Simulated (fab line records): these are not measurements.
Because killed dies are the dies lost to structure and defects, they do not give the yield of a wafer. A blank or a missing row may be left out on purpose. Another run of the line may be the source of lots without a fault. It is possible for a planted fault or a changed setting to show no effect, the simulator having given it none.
Matching of chambers ; flow sky130 ; SKY_VIA1_HDPCVD_00 on hdpcvd-02 has 3 sister chambers
The step deposits SiO2, target thk 1030 nm, time 171.7 s. 3 wafers are shown with their chamber, then 7 later ones without.

## WAFERS WITH THEIR CHAMBER
wafer;chamber;run length s (s)
L368.1;0;199.3
L375.1;2;200.3
L375.3;1;200.8

## WAFERS WITHOUT THEIR CHAMBER
wafer;run length s (s)
L375.6;200.2
L377.2;200.6
L377.3;199.0
L377.6;199.2
L378.1;198.9
L378.5;198.9
L378.6;199.8

## WHICH CHAMBER EACH WENT THROUGH
wafer;from the rows above;in truth
L375.6;can't be placed: 2 or 1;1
L377.2;can't be placed: 1 or 2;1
L377.3;0;0
L377.6;0;0
L378.1;0;0
L378.5;0;0
L378.6;can't be placed: 0 or 2 or 1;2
Placed correctly: 4 of 7. Unplaceable from these rows: 3, with the true chamber sitting among the candidates in 3. 0 placed wrongly.
How it was worked out, from the rows above alone: a wafer's distance from a chamber is the root of the sum, over the readings, of the square of ((its reading less the chamber's mean) divided by the reading's scatter). If the next closest chamber is less than 2 further off than the closest, the wafer can't be placed; otherwise it belongs to the closest. Each chamber's mean is taken over the wafers shown for it. The scatter: with one shown wafer a chamber, the root of the mean of the squares of how far each hidden wafer lies from its nearest shown one.
